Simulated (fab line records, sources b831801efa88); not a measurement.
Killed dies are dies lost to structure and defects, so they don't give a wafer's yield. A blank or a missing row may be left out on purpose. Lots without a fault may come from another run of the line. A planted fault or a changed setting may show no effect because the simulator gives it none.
fab line records | flow sky130
record lots=6 wafers=18 last_day=50
route steps=708 shown SD_P@327 RES_XHIGH@332 SD_N@342 SALICIDE@361 PAD_OPEN@708
lots that met no fault: from a run of the same line without faults
start_h: hours from the record's first day to the start of the lot's first wafer shown | wait_h: hours since the lot's step before | " the same as in the row above | L1.1+2: a row that stands for several wafers | - no value, or no start given | * or withheld: withheld | < > ~ a bound
route shown NAME@n: a module of which the file shows steps, and the number in the route of the first | usual: mean/standard deviation of fault-free wafers | same: alike in all rows | chamber/n: place in a boat | sites: the reading at each site | _std_site: their standard deviation | _edge_site: outer sites' mean less inner sites' | radius_mm: how far each site lies from the wafer's centre | mask NAME#n: copy n | behind: the tool/chamber that last shaped the wafer | hold: why the lot was held/for how many hours/how that ended | device: the transistor (n, p or np) that didn't switch | end of line: the same wafers' tests at the end of the route | a step without rows: its recipe alone | killed: dies lost to structure and defects at the first sort, not the wafer's yield | map: a wafer's dies, x killed, . not, _ none there
set.NAME: the setting as run; set.NAME@STEP: as run at that earlier step | model.NAME: the simulator's own value behind a step, which no gauge read
lots at some steps of the route; a table a step, a row a wafer
services: from which hour (start_h, from the record's first day; less than 0 if before it) a tool's chamber was out of use, for how many hours, and why
## steps
# step SKY_SD_P_CD_MEAS_07
# recipe target_cd_nm=380
# usual cd_nm=379.3/2.6
# columns lot.wafer tool chamber start_h wait_h cd_nm
L965.2 cd_sem-01 - 604.35 0.1 379.9
L965.4 " - " " 375.8
L965.5 " - " " 377.5
L969.1 cd_sem-02 - 623.48 0.1 376.8
L969.2 " - " " 380.8
L969.4 " - " " 378.4
L970.1 cd_sem-01 - 631.99 0.1 374.5
L970.2 " - " " 374.9
L970.3 " - " " 373.6
L982.1 cd_sem-01 - 725.49 0.1 376.7
L982.3 " - " " 374.9
L982.5 " - " " 377.4
L983.2 cd_sem-02 - 739.95 0.1 380.1
L983.3 " - " " 382.0
L983.5 " - " " 381.5
L988.1 cd_sem-02 - 792.83 0.1 376.0
L988.2 " - " " 377.3
L988.4 " - " " 375.8
# step SKY_SD_P_OVL_MEAS_08
# usual SD_P_OVL=0.8/1.3
# columns lot.wafer tool chamber start_h wait_h SD_P_OVL[nm]
L965.2 overlay-01 - 604.46 0.1 1.9
L965.4 " - " " 1.8
L965.5 " - " " 2.1
L969.1 overlay-01 - 623.60 0.1 -0.8
L969.2 " - " " 1.1
L969.4 " - " " -1.1
L970.1 overlay-01 - 632.11 0.1 0.8
L970.2 " - " " 0.5
L970.3 " - " " 2.5
L982.1 overlay-02 - 725.61 0.1 1.5
L982.3 " - " " 2.1
L982.5 " - " " 3.1
L983.2 overlay-02 - 740.06 0.1 -0.3
L983.3 " - " " -0.8
L983.5 " - " " -0.6
L988.1 overlay-02 - 792.95 0.1 2.0
L988.2 " - " " 3.0
L988.4 " - " " 3.3
# step SKY_SD_P_IMPLANT_09
# recipe species=BF2 energy_kev=20 dose_cm2=3e+15 tilt_deg=0
# step SKY_SD_P_STRIP_10
# recipe chemistry=O2/N2 power_w=1400 pressure_mtorr=1500 platen_temp_c=withheld o2_flow_sccm=3000 n2_flow_sccm=300 overash_fraction=0.5
# usual chamber_pressure_mTorr=1500.0/1.2 drypump_motor_current_A=5.5/0.49 oes_product_au=0.618/0.0046 strip_time_to_endpoint_s=17.49/0.056
# columns lot.wafer tool chamber start_h wait_h chamber_pressure_mTorr drypump_motor_current_A oes_product_au rf_hours_counter_h strip_time_to_endpoint_s
L965.2 plasma_asher-04 0 604.64 0.1 1498.5 5.0 0.618 80 17.55
L965.4 " 1 " " 1498.9 5.2 0.621 - 17.54
L965.5 " 0 " " 1500.3 5.0 0.629 - 17.57
L969.1 plasma_asher-04 0 623.79 0.1 1500.8 5.0 0.617 82 17.46
L969.2 " 1 " " 1499.5 5.2 0.613 82 17.48
L969.4 " 1 " " 1501.4 5.2 0.613 - 17.45
L970.1 plasma_asher-04 0 632.30 0.1 1501.5 5.0 0.618 83 17.37
L970.2 " 1 " " 1500.5 5.2 0.622 83 17.38
L970.3 " 1 " " 1500.5 5.2 0.607 - 17.38
L982.1 plasma_asher-01 1 725.80 0.1 1498.5 5.6 0.619 30 17.46
L982.3 " 0 " " 1501.0 6.4 0.624 - 17.51
L982.5 " 0 " " 1498.8 6.3 0.617 - 17.53
L983.2 plasma_asher-04 0 740.24 0.1 1498.8 5.0 0.614 92 17.48
L983.3 " 1 " " 1501.8 5.2 0.614 - 17.54
L983.5 " 0 " " 1499.5 5.0 0.627 - 17.55
L988.1 plasma_asher-01 0 793.14 0.1 1501.5 6.3 0.615 37 17.59
L988.2 " 1 " " 1501.3 5.7 0.616 37 17.59
L988.4 " 1 " " 1498.5 5.6 0.609 - 17.61
# step SKY_SD_P_TW_MEAS_11
# usual SD_P_TW=2833/45
# columns lot.wafer tool chamber start_h wait_h SD_P_TW
L965.2 film_metro-01 - 604.75 0.1 2893
L965.4 " - " " 2892
L965.5 " - " " 2889
L969.1 film_metro-04 - 623.89 0.1 2832
L969.2 " - " " 2840
L969.4 " - " " 2837
L970.1 film_metro-03 - 632.40 0.1 2773
L970.2 " - " " 2776
L970.3 " - " " 2794
L982.1 film_metro-03 - 725.90 0.1 2782
L982.3 " - " " 2787
L982.5 " - " " 2779
L983.2 film_metro-01 - 740.35 0.1 2872
L983.3 " - " " 2882
L983.5 " - " " 2881
L988.1 film_metro-01 - 793.24 0.1 2874
L988.2 " - " " 2878
L988.4 " - " " 2881
# step SKY_RES_XHIGH_DEHYDRATE_00
# recipe temp_c=200 time_s=60
# step SKY_RES_XHIGH_HMDS_01
# recipe prime_time_s=60 prime_temp_c=120
# step SKY_RES_XHIGH_COAT_02
# recipe resist=NOVOLAK spin_rpm=3000 resist_thk_nm=1140
# step SKY_RES_XHIGH_SOFTBAKE_03
# recipe temp_c=90 time_s=61.26 resist=NOVOLAK
# usual plate_sensor_t_centre_C=90.756/0.01 plate_sensor_t_edge_C=90.829/0.01
# columns lot.wafer tool chamber start_h wait_h plate_sensor_t_centre_C plate_sensor_t_edge_C
L965.2 litho_track-02 0 619.35 0.1 90.769 90.827
L965.4 " 0 " " 90.761 90.818
L965.5 " 0 " " 90.747 90.839
L969.1 litho_track-01 0 638.03 0.1 90.745 90.828
L969.2 " 0 " " 90.746 90.816
L969.4 " 0 " " 90.768 90.826
L970.1 litho_track-03 0 646.28 0.1 90.750 90.863
L970.2 " 0 " " 90.749 90.830
L970.3 " 0 " " 90.752 90.818
L982.1 litho_track-01 0 739.98 0.1 90.758 90.819
L982.3 " 0 " " 90.763 90.808
L982.5 " 0 " " 90.749 90.820
L983.2 litho_track-02 0 753.65 0.1 90.756 90.826
L983.3 " 0 " " 90.765 90.835
L983.5 " 0 " " 90.762 90.833
L988.1 litho_track-03 0 806.03 0.1 90.754 90.828
L988.2 " 0 " " 90.759 90.838
L988.4 " 0 " " 90.773 90.836
# step SKY_RES_XHIGH_EXPOSE_04
# recipe mask_id=URPM na=0.6 source_shape=conventional sigma_outer=0.6 polarization=unpolarized target_cd_nm=1270 dose_mj=140
# step SKY_RES_XHIGH_PEB_05
# recipe temp_c=withheld time_s=* resist=NOVOLAK
# step SKY_RES_XHIGH_DEVELOP_06
# recipe resist=NOVOLAK developer=TMAH develop_time_s=60 dev_temp_c=23
# step SKY_RES_XHIGH_IMPLANT_07
# recipe species=BF2 energy_kev=20 dose_cm2=3.6e+14 tilt_deg=0
# usual beam_on_s=35.4/1.2 dose_ions_cm2=3.601e+14/4.1e+11
# columns lot.wafer tool chamber start_h wait_h beam_on_s dose_ions_cm2
L965.2 implanter-03 0 634.05 0.1 34.8 3.603e+14
L965.4 " 0 " " 35.3 3.602e+14
L965.5 " 0 " " 34.7 3.603e+14
L969.1 implanter-04 0 651.93 0.1 36.3 3.6e+14
L969.2 " 0 " " 36.5 3.604e+14
L969.4 " 0 " " 36.9 3.604e+14
L970.1 implanter-03 0 660.03 0.1 34.4 3.596e+14
L970.2 " 0 " " 35.0 3.592e+14
L970.3 " 0 " " 34.2 3.601e+14
L982.1 implanter-03 0 753.18 0.1 38.3 3.945e+14
L982.3 " 0 " " 38.7 3.95e+14
L982.5 " 0 " " 39.1 3.951e+14
L983.2 implanter-03 0 767.55 0.1 39.4 3.954e+14
L983.3 " 0 " " 38.2 3.957e+14
L983.5 " 0 " " 37.1 3.957e+14
L988.1 implanter-01 0 818.53 0.1 34.4 3.6e+14
L988.2 " 0 " " 35.7 3.603e+14
L988.4 " 0 " " 34.7 3.604e+14
# step SKY_RES_XHIGH_STRIP_08
# recipe chemistry=O2/N2 power_w=1400 pressure_mtorr=1500 platen_temp_c=withheld o2_flow_sccm=3000 n2_flow_sccm=300 overash_fraction=0.5
# usual chamber_pressure_mTorr=1500.2/1.4 drypump_motor_current_A=5.6/0.53 oes_product_au=0.711/0.0043 strip_time_to_endpoint_s=14.26/0.038
# columns lot.wafer tool chamber start_h wait_h chamber_pressure_mTorr drypump_motor_current_A oes_product_au rf_hours_counter_h strip_time_to_endpoint_s
L965.2 plasma_asher-04 1 634.18 0.1 1500.1 5.2 0.704 83 14.31
L965.4 " 0 " " 1500.3 5.0 0.711 - 14.33
L965.5 " 0 " " 1501.0 5.0 0.716 - 14.33
L969.1 plasma_asher-01 0 652.08 0.1 1501.1 6.3 0.707 23 14.25
L969.2 " 1 " " 1499.6 5.7 0.705 23 14.27
L969.4 " 1 " " 1498.7 5.6 0.710 - 14.30
L970.1 plasma_asher-01 1 660.18 0.1 1500.1 5.7 0.698 24 14.26
L970.2 " 0 " " 1499.5 6.3 0.710 24 14.25
L970.3 " 1 " " 1499.2 5.7 0.714 - 14.26
L982.1 plasma_asher-04 0 753.33 0.1 1501.5 5.0 0.711 94 14.35
L982.3 " 0 " " 1499.9 5.0 0.704 - 14.32
L982.5 " 1 " " 1499.3 5.2 0.703 - 14.33
L983.2 plasma_asher-01 1 767.68 0.1 1500.0 5.7 0.704 34 14.31
L983.3 " 1 " " 1498.0 5.6 0.712 - 14.36
L983.5 " 1 " " 1499.1 5.7 0.715 - 14.37
L988.1 plasma_asher-04 1 818.68 0.1 1501.7 5.2 0.714 101 14.29
L988.2 " 0 " " 1501.2 5.0 0.713 101 14.19
L988.4 " 0 " " 1498.0 5.0 0.710 - 14.26
# step SKY_RES_XHIGH_TW_MEAS_09
# usual RES_XHIGH_TW=1654/20
# columns lot.wafer tool chamber start_h wait_h RES_XHIGH_TW
L965.2 film_metro-01 - 634.29 0.1 1670
L965.4 " - " " 1677
L965.5 " - " " 1680
L969.1 film_metro-04 - 652.18 0.1 1633
L969.2 " - " " 1643
L969.4 " - " " 1645
L970.1 film_metro-01 - 660.28 0.1 1669
L970.2 " - " " 1667
L970.3 " - " " 1678
L982.1 film_metro-04 - 753.43 0.1 1704
L982.3 " - " " 1701
L982.5 " - " " 1696
L983.2 film_metro-04 - 767.79 0.1 1692
L983.3 " - " " 1692
L983.5 " - " " 1696
L988.1 film_metro-01 - 818.78 0.1 1667
L988.2 " - " " 1661
L988.4 " - " " 1670
# step SKY_SD_N_DEHYDRATE_00
# recipe temp_c=200 time_s=60
# step SKY_SD_N_HMDS_01
# recipe prime_time_s=60 prime_temp_c=120
# step SKY_SD_N_COAT_02
# recipe resist=NOVOLAK spin_rpm=3000 resist_thk_nm=1140
# step SKY_SD_N_SOFTBAKE_03
# recipe temp_c=90 time_s=60 resist=NOVOLAK
# step SKY_SD_N_EXPOSE_04
# recipe mask_id=NSDM na=0.6 source_shape=conventional sigma_outer=0.6 polarization=unpolarized target_cd_nm=380 dose_mj=141
# step SKY_SD_N_PEB_05
# recipe temp_c=withheld time_s=* resist=NOVOLAK
# step SKY_SD_N_DEVELOP_06
# recipe resist=NOVOLAK developer=TMAH develop_time_s=60 dev_temp_c=23
# step SKY_SD_N_CD_MEAS_07
# recipe target_cd_nm=380
# usual cd_nm=379.6/2.3
# columns lot.wafer tool chamber start_h wait_h cd_nm
L965.2 cd_sem-01 - 662.36 0.1 381.5
L965.4 " - " " 379.5
L965.5 " - " " 379.9
L969.1 cd_sem-01 - 680.48 0.1 374.4
L969.2 " - " " 376.6
L969.4 " - " " 376.4
L970.1 cd_sem-01 - 688.28 0.1 381.3
L970.2 " - " " 382.4
L970.3 " - " " 381.5
L982.1 cd_sem-02 - 780.68 0.1 381.2
L982.3 " - " " 379.4
L982.5 " - " " 379.6
L983.2 cd_sem-02 - 794.16 0.1 381.0
L983.3 " - " " 380.7
L983.5 " - " " 382.1
L988.1 cd_sem-01 - 844.18 0.1 380.5
L988.2 " - " " 378.9
L988.4 " - " " 378.6
# step SKY_SD_N_OVL_MEAS_08
# usual SD_N_OVL=1.2/1.6
# columns lot.wafer tool chamber start_h wait_h SD_N_OVL[nm]
L965.2 overlay-02 - 662.47 0.1 -1.3
L965.4 " - " " -1.9
L965.5 " - " " -0.7
L969.1 overlay-01 - 680.60 0.1 0.5
L969.2 " - " " 0.3
L969.4 " - " " 0.6
L970.1 overlay-02 - 688.40 0.1 0.9
L970.2 " - " " 1.0
L970.3 " - " " 1.4
L982.1 overlay-02 - 780.80 0.1 3.2
L982.3 " - " " 0.8
L982.5 " - " " 0.4
L983.2 overlay-02 - 794.27 0.1 -0.3
L983.3 " - " " -1.0
L983.5 " - " " -0.4
L988.1 overlay-02 - 844.30 0.1 1.5
L988.2 " - " " 1.2
L988.4 " - " " 0.8
# step SKY_SD_N_IMPLANT_09
# recipe species=As energy_kev=50 dose_cm2=4e+15 tilt_deg=0
# step SKY_SD_N_IMPLANT_10
# recipe species=P energy_kev=20 dose_cm2=1e+14 tilt_deg=0
# step SKY_SD_N_STRIP_11
# recipe chemistry=O2/N2 power_w=1400 pressure_mtorr=1500 platen_temp_c=withheld o2_flow_sccm=3000 n2_flow_sccm=300 overash_fraction=0.5
# usual chamber_pressure_mTorr=1499.9/1.3 drypump_motor_current_A=5.8/0.46 oes_product_au=0.528/0.0046 strip_time_to_endpoint_s=22.55/0.045
# columns lot.wafer tool chamber start_h wait_h chamber_pressure_mTorr drypump_motor_current_A oes_product_au rf_hours_counter_h strip_time_to_endpoint_s
L965.2 plasma_asher-03 1 662.80 0.1 1499.4 6.1 0.530 95 22.61
L965.4 " 1 " " 1500.9 6.1 0.530 - 22.59
L965.5 " 1 " " 1501.8 6.1 0.529 - 22.59
L969.1 plasma_asher-02 0 680.93 0.1 1498.2 5.0 0.522 55 22.59
L969.2 " 1 " " 1501.7 6.1 0.520 55 22.58
L969.4 " 1 " " 1499.2 6.1 0.535 - 22.55
L970.1 plasma_asher-02 1 688.73 0.1 1498.3 6.1 0.530 55 22.51
L970.2 " 0 " " 1500.3 5.0 0.525 55 22.52
L970.3 " 0 " " 1499.6 5.0 0.532 - 22.54
L982.1 plasma_asher-02 0 781.14 0.1 1498.9 5.0 0.530 65 22.59
L982.3 " 0 " " 1499.9 5.0 0.531 - 22.56
L982.5 " 0 " " 1498.3 5.0 0.526 - 22.57
L983.2 plasma_asher-03 0 794.60 0.1 1501.5 5.2 0.530 5 22.62
L983.3 " 1 " " 1500.1 6.1 0.521 - 22.51
L983.5 " 1 " " 1500.6 6.0 0.524 - 22.52
L988.1 plasma_asher-01 0 844.64 0.1 1500.3 6.4 0.528 43 22.49
L988.2 " 1 " " 1497.2 5.6 0.526 43 22.49
L988.4 " 1 " " 1500.4 5.6 0.522 - 22.45
# step SKY_SD_N_TW_MEAS_12
# usual SD_N_TW=3999/53
# columns lot.wafer tool chamber start_h wait_h SD_N_TW
L965.2 film_metro-01 - 662.91 0.1 4062
L965.4 " - " " 4060
L965.5 " - " " 4067
L969.1 film_metro-01 - 681.03 0.1 4053
L969.2 " - " " 4048
L969.4 " - " " 4056
L970.1 film_metro-03 - 688.83 0.1 3953
L970.2 " - " " 3946
L970.3 " - " " 3954
L982.1 film_metro-04 - 781.24 0.1 4001
L982.3 " - " " 4011
L982.5 " - " " 4005
L983.2 film_metro-01 - 794.71 0.1 4054
L983.3 " - " " 4057
L983.5 " - " " 4050
L988.1 film_metro-01 - 844.74 0.1 4072
L988.2 " - " " 4080
L988.4 " - " " 4061
# step SKY_SD_N_CLEAN_13
# recipe chemistry=SC1/SC2 mix=1:4:20 temp_c=70 time_s=150 dry=n2_spin
# step SKY_SD_N_RTA_14
# recipe temp_c=1075 time_s=2 idle_temp_c=650 ramp_up_c_per_s=150 ramp_down_c_per_s=90 ambient=N2
# usual lamp_power_pct=15.72/0.054 wafer_temp_C_max=1078.0/1.4
# columns lot.wafer tool chamber start_h wait_h lamp_power_pct wafer_temp_C_max
L965.2 rtp_anneal-02 0 663.01 0.0 15.73 1077.1
L965.4 " 0 " " 15.64 1077.1
L965.5 " 0 " " 15.64 1081.3
L969.1 rtp_anneal-02 0 681.14 0.0 15.72 1076.8
L969.2 " 0 " " 15.78 1078.0
L969.4 " 0 " " 15.77 1074.7
L970.1 rtp_anneal-01 0 688.94 0.0 15.75 1078.8
L970.2 " 0 " " 15.64 1075.3
L970.3 " 0 " " 15.71 1077.5
L982.1 rtp_anneal-01 0 781.35 0.0 15.84 1078.2
L982.3 " 0 " " 15.76 1078.2
L982.5 " 0 " " 15.72 1079.5
L983.2 rtp_anneal-02 0 794.82 0.0 15.66 1077.6
L983.3 " 0 " " 15.79 1079.0
L983.5 " 0 " " 15.79 1077.2
L988.1 rtp_anneal-01 0 844.85 0.0 15.62 1078.7
L988.2 " 0 " " 15.72 1079.8
L988.4 " 0 " " 15.76 1076.9
# step SKY_SD_N_RS_MEAS_16
# recipe thk_meas_gauge=four-point-probe
# usual SD_N_RS=68.52/0.11
# columns lot.wafer tool chamber start_h wait_h SD_N_RS[ohm/sq]
L965.2 film_metro-03 - 663.20 0.1 68.59
L965.4 " - " " 68.46
L965.5 " - " " 68.61
L969.1 film_metro-04 - 681.32 0.1 68.52
L969.2 " - " " 68.20
L969.4 " - " " 68.45
L970.1 film_metro-04 - 689.12 0.1 68.31
L970.2 " - " " 68.65
L970.3 " - " " 68.48
L982.1 film_metro-01 - 781.52 0.1 68.66
L982.3 " - " " 68.61
L982.5 " - " " 68.57
L983.2 film_metro-03 - 795.00 0.1 68.45
L983.3 " - " " 68.40
L983.5 " - " " 68.55
L988.1 film_metro-03 - 845.02 0.1 68.59
L988.2 " - " " 68.65
L988.4 " - " " 68.60
# step SKY_SD_N_RS_MEAS_17
# recipe thk_meas_gauge=four-point-probe
# usual SD_P_RS=147.0/0.4
# columns lot.wafer tool chamber start_h wait_h SD_P_RS[ohm/sq]
L965.2 film_metro-03 - 663.32 0.1 146.7
L965.4 " - " " 147.4
L965.5 " - " " 146.9
L969.1 film_metro-04 - 681.44 0.1 146.5
L969.2 " - " " 146.5
L969.4 " - " " 146.6
L970.1 film_metro-04 - 689.24 0.1 147.1
L970.2 " - " " 147.7
L970.3 " - " " 147.3
L982.1 film_metro-01 - 781.64 0.1 147.6
L982.3 " - " " 147.7
L982.5 " - " " 147.7
L983.2 film_metro-03 - 795.12 0.1 146.9
L983.3 " - " " 147.1
L983.5 " - " " 146.8
L988.1 film_metro-03 - 845.14 0.1 147.3
L988.2 " - " " 147.2
L988.4 " - " " 147.0
# step SKY_SD_N_RS_MEAS_18
# recipe thk_meas_gauge=four-point-probe
# usual RES_XHIGH_RS=333.2/1
# columns lot.wafer tool chamber start_h wait_h RES_XHIGH_RS[ohm/sq]
L965.2 film_metro-03 - 663.44 0.1 332.6
L965.4 " - " " 332.8
L965.5 " - " " 332.7
L969.1 film_metro-04 - 681.56 0.1 331.9
L969.2 " - " " 332.0
L969.4 " - " " 331.4
L970.1 film_metro-04 - 689.36 0.1 333.3
L970.2 " - " " 333.1
L970.3 " - " " 334.1
L982.1 film_metro-01 - 781.76 0.1 306.5
L982.3 " - " " 307.6
L982.5 " - " " 308.2
L983.2 film_metro-03 - 795.24 0.1 306.1
L983.3 " - " " 306.2
L983.5 " - " " 306.7
L988.1 film_metro-03 - 845.26 0.1 333.9
L988.2 " - " " 334.4
L988.4 " - " " 332.6
# step SKY_SALICIDE_CLEAN_00
# recipe chemistry=HF-last time_s=30 dilution=100:1 dry=ipa_marangoni
# step SKY_PAD_OPEN_PROBE_99
# usual killed_at_M0_to_M3=45/6.8 killed_at_M4_up=3.1/2 killed_at_contacts=23/5.2 killed_at_front_end=14/3.7 killed_at_other=0.3/0.61 killed_dies=86/9 killed_open=46/6.9 killed_short=39/6.4
# same gross_dies=492 killed_at_back_side=0
# columns lot.wafer tool chamber start_h wait_h killed_at_M0_to_M3 killed_at_M4_up killed_at_contacts killed_at_front_end killed_at_other killed_dies killed_open killed_short model.etest.res_xhigh_po.line_ohm_um model.etest.res_xhigh_po.rs_ohm_sq
L965.2 prober-01 - 1085.48 0.1 36 0 26 13 0 75 42 33 5752 2017
L965.4 prober-01 - 1085.58 0.2 34 2 19 11 0 66 35 31 6005 2114
L965.5 prober-01 - 1085.63 0.2 44 3 28 4 1 80 44 36 5940 2083
L969.1 prober-01 - 1097.71 0.1 34 5 22 17 0 78 36 42 5698 1999
L969.2 prober-01 - 1097.76 0.1 33 1 26 19 0 79 49 29 5531 1959
L969.4 prober-01 - 1097.86 0.2 44 2 17 25 0 88 44 41 5511 1932
L970.1 prober-02 - 1103.77 0.1 59 2 23 9 0 93 57 34 5490 1956
L970.2 prober-02 - 1103.82 0.1 40 1 23 11 0 75 42 33 5498 1923
L970.3 prober-02 - 1103.87 0.2 48 4 13 10 2 77 44 32 5581 1945
L982.1 prober-02 - 1167.19 0.1 40 0 22 15 1 78 46 32 4701 1635
L982.3 prober-02 - 1167.29 0.2 51 2 27 17 0 97 55 42 4909 1712
L982.5 prober-02 - 1167.39 0.2 48 3 26 17 0 94 51 42 4748 1666
L983.2 prober-01 - 1175.86 0.1 47 5 23 13 0 88 58 29 4689 1627
L983.3 prober-01 - 1175.91 0.2 41 3 31 13 0 88 48 40 4776 1625
L983.5 prober-01 - 1176.01 0.2 34 2 25 12 0 73 37 36 4657 1634
L988.1 prober-02 - 1209.11 0.1 41 5 21 12 1 80 44 36 5872 2070
L988.2 prober-02 - 1209.16 0.1 45 4 27 13 0 89 57 31 5869 2044
L988.4 prober-02 - 1209.26 0.2 57 4 25 16 0 102 49 52 5692 2002
# killed by level:class
L965.2 LI_CONTACT:geometric_particle:open=10 VIA1:geometric_particle:open=9 CONTACT:geometric_particle:open=8 VIA1:geometric_particle:short=6 METAL1:geometric_particle:short=5 FIELD_ISO:geometric_particle:open=4 FIELD_ISO:geometric_particle:short=4 METAL3:geometric_particle:short=4
L965.4 VIA1:geometric_particle:open=10 CONTACT:geometric_particle:open=7 CONTACT:geometric_particle:short=4 METAL1:geometric_particle:short=4 VIA2:geometric_particle:open=4 FIELD_ISO:geometric_particle:open=3 POLY_GATE:geometric_particle:open=3 VIA2:geometric_particle:short=3
L965.5 VIA1:geometric_particle:open=13 CONTACT:geometric_particle:open=11 LI_CONTACT:geometric_particle:open=7 LOCAL_INTERCONNECT:geometric_particle:short=7 VIA1:geometric_particle:short=6 VIA3:geometric_particle:short=6 VIA2:geometric_particle:open=5 METAL1:geometric_particle:short=4
L969.1 VIA2:geometric_particle:open=8 CONTACT:geometric_particle:short=6 VIA1:geometric_particle:open=6 POLY_GATE:geometric_particle:open=5 LI_CONTACT:geometric_particle:short=5 LOCAL_INTERCONNECT:geometric_particle:short=5 VIA3:geometric_particle:open=5 FIELD_ISO:geometric_particle:short=3
L969.2 POLY_GATE:geometric_particle:open=8 CONTACT:geometric_particle:open=8 LI_CONTACT:geometric_particle:open=7 VIA3:geometric_particle:open=6 LOCAL_INTERCONNECT:geometric_particle:short=6 VIA2:geometric_particle:open=6 VIA1:geometric_particle:open=5 FIELD_ISO:geometric_particle:short=4
L969.4 VIA2:geometric_particle:open=8 VIA1:geometric_particle:open=8 METAL1:geometric_particle:short=6 POLY_GATE:geometric_particle:open=6 VIA1:geometric_particle:short=5 CONTACT:geometric_particle:open=5 METAL2:geometric_particle:short=4 POLY_GATE:geometric_particle:short=4
L970.1 VIA1:geometric_particle:open=13 VIA2:geometric_particle:open=12 LI_CONTACT:geometric_particle:open=9 CONTACT:geometric_particle:open=8 METAL1:geometric_particle:short=8 METAL2:geometric_particle:short=7 VIA3:geometric_particle:open=7 VIA1:geometric_particle:short=4
L970.2 VIA1:geometric_particle:open=11 CONTACT:geometric_particle:open=8 VIA2:geometric_particle:open=6 CONTACT:geometric_particle:short=5 LI_CONTACT:geometric_particle:open=4 VIA1:geometric_particle:short=4 VIA3:geometric_particle:open=4 POLY_GATE:geometric_particle:short=3
L970.3 VIA1:geometric_particle:open=12 VIA3:geometric_particle:open=8 VIA2:geometric_particle:open=6 LI_CONTACT:geometric_particle:open=5 METAL1:geometric_particle:short=5 VIA3:geometric_particle:short=5 CONTACT:geometric_particle:open=4 VIA1:geometric_particle:short=4
L982.1 CONTACT:geometric_particle:open=11 VIA1:geometric_particle:open=10 METAL2:geometric_particle:short=9 VIA2:geometric_particle:open=6 LI_CONTACT:geometric_particle:open=5 FIELD_ISO:geometric_particle:open=4 POLY_GATE:geometric_particle:open=4 METAL1:geometric_particle:short=4
L982.3 CONTACT:geometric_particle:open=11 VIA3:geometric_particle:short=10 VIA3:geometric_particle:open=10 LI_CONTACT:geometric_particle:open=8 FIELD_ISO:geometric_particle:short=7 VIA2:geometric_particle:open=7 VIA1:geometric_particle:open=7 POLY_GATE:geometric_particle:open=4
L982.5 CONTACT:geometric_particle:open=13 VIA1:geometric_particle:open=12 METAL1:geometric_particle:short=7 VIA2:geometric_particle:open=6 VIA3:geometric_particle:open=6 VIA3:geometric_particle:short=5 LI_CONTACT:geometric_particle:open=4 METAL2:geometric_particle:short=4
L983.2 VIA1:geometric_particle:open=13 CONTACT:geometric_particle:open=11 VIA3:geometric_particle:open=8 LI_CONTACT:geometric_particle:open=6 VIA2:geometric_particle:open=5 POLY_GATE:geometric_particle:open=4 VIA1:geometric_particle:short=4 METAL2:geometric_particle:short=4
L983.3 VIA1:geometric_particle:open=11 CONTACT:geometric_particle:open=8 LI_CONTACT:geometric_particle:open=6 CONTACT:geometric_particle:short=6 POLY_GATE:geometric_particle:open=5 LI_CONTACT:geometric_particle:short=5 LOCAL_INTERCONNECT:geometric_particle:short=5 VIA3:geometric_particle:open=5
L983.5 CONTACT:geometric_particle:open=10 VIA1:geometric_particle:open=8 CONTACT:geometric_particle:short=7 METAL1:geometric_particle:short=5 VIA1:geometric_particle:short=5 VIA2:geometric_particle:open=5 LOCAL_INTERCONNECT:geometric_particle:short=4 VIA3:geometric_particle:short=4
L988.1 LI_CONTACT:geometric_particle:open=12 VIA3:geometric_particle:open=10 VIA2:geometric_particle:short=7 VIA1:geometric_particle:open=7 VIA3:geometric_particle:short=5 CONTACT:geometric_particle:open=4 METAL2:geometric_particle:short=4 FIELD_ISO:geometric_particle:open=3
L988.2 VIA3:geometric_particle:open=12 CONTACT:geometric_particle:open=11 VIA1:geometric_particle:open=11 FIELD_ISO:geometric_particle:open=6 LI_CONTACT:geometric_particle:open=6 LOCAL_INTERCONNECT:geometric_particle:short=5 VIA1:geometric_particle:short=5 VIA2:geometric_particle:open=5
L988.4 METAL2:geometric_particle:short=11 VIA1:geometric_particle:open=10 VIA2:geometric_particle:open=9 CONTACT:geometric_particle:open=8 VIA3:geometric_particle:open=7 FIELD_ISO:geometric_particle:short=5 LI_CONTACT:geometric_particle:open=5 LI_CONTACT:geometric_particle:short=5
## services
# columns tool chamber start_h hours kind
plasma_asher-02 - 581.25 0.8 repair
plasma_asher-02 - 589.04 14.1 repair
implanter-04 - 589.46 1.2 repair
implanter-03 - 612.02 6.7 repair
implanter-03 - 620.62 0.8 repair
plasma_asher-04 - 629.67 0.7 repair
implanter-03 - 636.59 1.9 pm
plasma_asher-04 - 646.79 14.6 pm
implanter-04 - 652.78 1.5 repair
implanter-04 - 655.35 3.2 pm
implanter-01 - 669.43 3.3 pm
implanter-04 - 715.93 23.7 pm
plasma_asher-03 - 733.75 9.0 pm
plasma_asher-03 0 733.75 9.0 vent_cycle
plasma_asher-03 1 733.75 9.0 vent_cycle
plasma_asher-03 0 742.75 - clean
plasma_asher-03 1 742.75 - clean
implanter-03 - 752.34 0.8 repair
implanter-03 - 785.09 7.9 pm
plasma_asher-03 - 799.04 25.4 pm
implanter-01 - 799.81 1.6 repair
## key
first_sign step=SKY_RES_XHIGH_IMPLANT_07 reading=dose_ions_cm2 direction=up sigmas=86 usual=* struck=*
effect step=SKY_RES_XHIGH_IMPLANT_07 reading=beam_on_s direction=up sigmas=2.5 usual=35.4 struck=38.5
effect step=SKY_RES_XHIGH_TW_MEAS_09 reading=RES_XHIGH_TW direction=up sigmas=2.2 usual=1654 struck=1697
effect step=SKY_SD_N_RS_MEAS_18 reading=RES_XHIGH_RS direction=down sigmas=26 usual=333.2 struck=306.9
model_effect step=SKY_PAD_OPEN_PROBE_99 value=etest.res_xhigh_po.line_ohm_um without=5647 struck=4747
met_at SKY_RES_XHIGH_IMPLANT_07
struck_wafers L982.1,L982.3,L982.5,L983.2,L983.3,L983.5
tester_left_out L982,L983
onset_between 660.03 753.18
fault kind=process_parameter_drift tool=implanter-03 chamber=- onset_h=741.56 steps=SKY_RES_XHIGH_IMPLANT_07 channel=dose_cm2 offset=* shape=step end_h=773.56 acts_in=* stated=*
# tester_left_out: of these lots the tester's yield and bins aren't shown, on N5 and GAA mostly nor the transistor test; their killed dies are dies lost to structure and defects alone, not to doping, threshold or leakage, so they don't give the yield
